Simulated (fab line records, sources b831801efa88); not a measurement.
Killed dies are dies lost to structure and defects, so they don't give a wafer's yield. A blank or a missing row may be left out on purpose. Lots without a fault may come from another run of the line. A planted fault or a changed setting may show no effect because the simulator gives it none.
fab line records | flow sky130
record lots=13 wafers=39 last_day=50
route steps=708 shown LDD_LDN@301 PAD_OPEN@708
lots that met no fault: from a run of the same line without faults
start_h: hours from the record's first day to the start of the lot's first wafer shown | wait_h: hours since the lot's step before | " the same as in the row above | L1.1+2: a row that stands for several wafers | - no value, or no start given | * or withheld: withheld | < > ~ a bound
route shown NAME@n: a module of which the file shows steps, and the number in the route of the first | usual: mean/standard deviation of fault-free wafers | same: alike in all rows | chamber/n: place in a boat | sites: the reading at each site | _std_site: their standard deviation | _edge_site: outer sites' mean less inner sites' | radius_mm: how far each site lies from the wafer's centre | mask NAME#n: copy n | behind: the tool/chamber that last shaped the wafer | hold: why the lot was held/for how many hours/how that ended | device: the transistor (n, p or np) that didn't switch | end of line: the same wafers' tests at the end of the route | a step without rows: its recipe alone | killed: dies lost to structure and defects at the first sort, not the wafer's yield | map: a wafer's dies, x killed, . not, _ none there
set.NAME: the setting as run; set.NAME@STEP: as run at that earlier step | model.NAME: the simulator's own value behind a step, which no gauge read
steps of the route over a sample of lots; a table a step, a row a wafer
services: from which hour (start_h, from the record's first day; less than 0 if before it) a tool's chamber was out of use, for how many hours, and why
## steps
# step SKY_LDD_LDN_STRIP_12
# recipe chemistry=O2/N2 power_w=1400 pressure_mtorr=1500 platen_temp_c=withheld o2_flow_sccm=3000 n2_flow_sccm=300 overash_fraction=0.5
# usual drypump_motor_current_A=5.9/0.4 oes_product_au=0.716/0.0049 strip_time_to_endpoint_s=14.18/0.04
# columns lot.wafer tool chamber start_h wait_h drypump_motor_current_A oes_product_au rf_hours_counter_h strip_time_to_endpoint_s
L731.2 plasma_asher-02 1 516.73 0.1 5.5 0.720 9 14.11
L731.4 " 1 " " 5.5 0.716 - 14.14
L731.5 " 0 " " 5.2 0.714 - 14.13
L732.1 plasma_asher-02 0 530.28 0.1 5.2 0.707 10 14.17
L732.3 " 0 " " 5.2 0.717 - 14.15
L732.6 " 1 " " 5.5 0.719 - 14.21
L738.1 plasma_asher-01 0 591.95 0.1 5.7 0.956 48 -
L738.2 " 1 " " 6.5 0.952 48 -
L738.3 " 1 " " 6.5 0.959 - -
L743.3 plasma_asher-02 0 621.30 0.1 5.2 0.712 - 14.21
L743.5 " 1 " " 5.5 0.713 - 14.21
L743.6 " 0 " " 5.2 0.710 - 14.21
L745.2 plasma_asher-01 0 656.63 0.1 5.7 0.711 55 14.12
L745.4 " 0 " " 5.7 0.716 - 14.14
L745.5 " 1 " " 6.6 0.723 - 14.15
L746.2 plasma_asher-03 1 658.60 0.1 6.0 0.713 99 14.22
L746.3 " 0 " " 6.0 0.712 - 14.22
L746.4 " 1 " " 6.0 0.722 - 14.18
L747.2 plasma_asher-03 1 662.55 0.1 6.0 0.709 99 14.19
L747.4 " 1 " " 6.0 0.718 - 14.18
L747.6 " 0 " " 6.0 0.713 - 14.16
L749.1 plasma_asher-03 1 669.45 0.1 6.0 0.717 100 14.12
L749.4 " 1 " " 6.0 0.714 - 14.15
L749.5 " 1 " " 6.0 0.717 - 14.10
L750.2 plasma_asher-02 0 683.48 0.1 5.2 0.719 25 14.21
L750.3 " 1 " " 5.5 0.713 - 14.19
L750.5 " 1 " " 5.5 0.724 - 14.17
L751.1 plasma_asher-01 0 687.82 0.1 5.7 0.708 58 14.18
L751.2 " 1 " " 6.5 0.712 58 14.19
L751.6 " 1 " " 6.5 0.718 - 14.18
L752.1 plasma_asher-02 0 689.87 0.1 5.2 0.718 25 14.16
L752.2 " 1 " " 5.5 0.715 25 14.13
L752.3 " 0 " " 5.2 0.714 - 14.19
L753.2 plasma_asher-01 0 700.62 0.1 5.7 0.717 59 14.24
L753.3 " 0 " " 5.7 0.719 - 14.18
L753.6 " 0 " " 5.7 0.717 - 14.23
L754.2 plasma_asher-01 0 710.65 0.1 5.7 0.712 60 14.22
L754.3 " 1 " " 6.5 0.717 - 14.21
L754.5 " 1 " " 6.5 0.710 - 14.24
# step SKY_PAD_OPEN_PROBE_99
# usual killed_at_M0_to_M3=44/6.4 killed_at_M4_up=3.4/2.1 killed_at_contacts=23/5 killed_at_front_end=15/4.5 killed_at_other=0.3/0.54 killed_dies=86/9.5 killed_on_rim=17/3.9 killed_open=48/6.9 killed_short=38/5.9
# same gross_dies=492 killed_at_back_side=0
# columns lot.wafer tool chamber start_h wait_h killed_at_M0_to_M3 killed_at_M4_up killed_at_contacts killed_at_front_end killed_at_other killed_dies killed_on_rim killed_open killed_short
L738.1 prober-01 - 1119.45 0.1 42 6 24 401 0 473 85 40 42
L738.2 prober-01 - 1119.50 0.1 37 3 23 404 0 467 81 49 28
L738.3 prober-01 - 1119.55 0.2 42 1 28 396 1 468 85 49 38
L746.2 prober-01 - 1162.75 0.1 40 5 27 16 0 88 14 53 35
L746.3 prober-01 - 1162.80 0.2 48 0 28 19 0 95 21 50 43
L746.4 prober-01 - 1162.85 0.2 49 5 22 16 0 92 17 52 40
# killed by level:class
L738.1 SPACER:area_cvd=391 VIA1:geometric_particle:open=14 LI_CONTACT:geometric_particle:open=7 CONTACT:geometric_particle:open=6 METAL4:geometric_particle:short=6 LOCAL_INTERCONNECT:geometric_particle:short=5 CONTACT:geometric_particle:short=5 FIELD_ISO:geometric_particle:open=4
L738.2 SPACER:area_cvd=388 CONTACT:geometric_particle:open=12 VIA1:geometric_particle:open=10 VIA2:geometric_particle:open=9 POLY_GATE:geometric_particle:short=4 POLY_GATE:geometric_particle:open=4 CONTACT:geometric_particle:short=4 VIA1:geometric_particle:short=4
L738.3 SPACER:area_cvd=381 CONTACT:geometric_particle:open=11 VIA3:geometric_particle:open=10 VIA2:geometric_particle:open=7 FIELD_ISO:geometric_particle:open=6 METAL1:geometric_particle:short=6 VIA1:geometric_particle:open=6 LI_CONTACT:geometric_particle:open=5
L746.2 VIA3:geometric_particle:open=14 LI_CONTACT:geometric_particle:open=9 CONTACT:geometric_particle:open=7 POLY_GATE:geometric_particle:open=6 VIA1:geometric_particle:open=5 METAL3:geometric_particle:short=5 LOCAL_INTERCONNECT:geometric_particle:short=4 CONTACT:geometric_particle:short=4
L746.3 VIA1:geometric_particle:open=11 CONTACT:geometric_particle:open=8 LOCAL_INTERCONNECT:geometric_particle:short=7 CONTACT:geometric_particle:short=6 VIA3:geometric_particle:open=6 VIA2:geometric_particle:open=6 METAL2:geometric_particle:short=6 FIELD_ISO:geometric_particle:open=5
L746.4 CONTACT:geometric_particle:open=10 VIA1:geometric_particle:open=10 VIA2:geometric_particle:open=8 FIELD_ISO:geometric_particle:open=5 METAL1:geometric_particle:open=5 VIA1:geometric_particle:short=5 LI_CONTACT:geometric_particle:short=4 METAL1:geometric_particle:short=4
## services
# columns tool chamber start_h hours kind
plasma_asher-03 - 609.04 1.1 repair
plasma_asher-03 - 646.50 1.6 repair
plasma_asher-02 - 661.08 13.5 repair
plasma_asher-01 - 662.93 3.4 repair
plasma_asher-01 - 672.36 1.1 repair
plasma_asher-03 - 678.77 5.7 repair
## key
first_sign step=SKY_LDD_LDN_STRIP_12 reading=oes_product_au direction=up sigmas=49 usual=0.716 struck=0.956
effect step=SKY_PAD_OPEN_PROBE_99 reading=killed_at_front_end direction=up sigmas=85 usual=15 struck=400
more_kills_born_at SKY_SPACER_CVD_00@lpcvd-02=1160
met_at SKY_LDD_LDN_STRIP_12
struck_lots L738
later_rows_left_out L738.1,L738.2,L738.3
tester_left_out L738
fault kind=strip_aborted tool=plasma_asher-01 chamber=- onset_h=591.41 steps=SKY_LDD_LDN_STRIP_12 offset=0.4024 end_h=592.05
# tester_left_out: of these lots the tester's yield and bins aren't shown, on N5 and GAA mostly nor the transistor test; their killed dies are dies lost to structure and defects alone, not to doping, threshold or leakage, so they don't give the yield
# later_rows_left_out: the simulator's readings of these wafers behind a module that went badly wrong aren't trusted and aren't shown, but for the sort
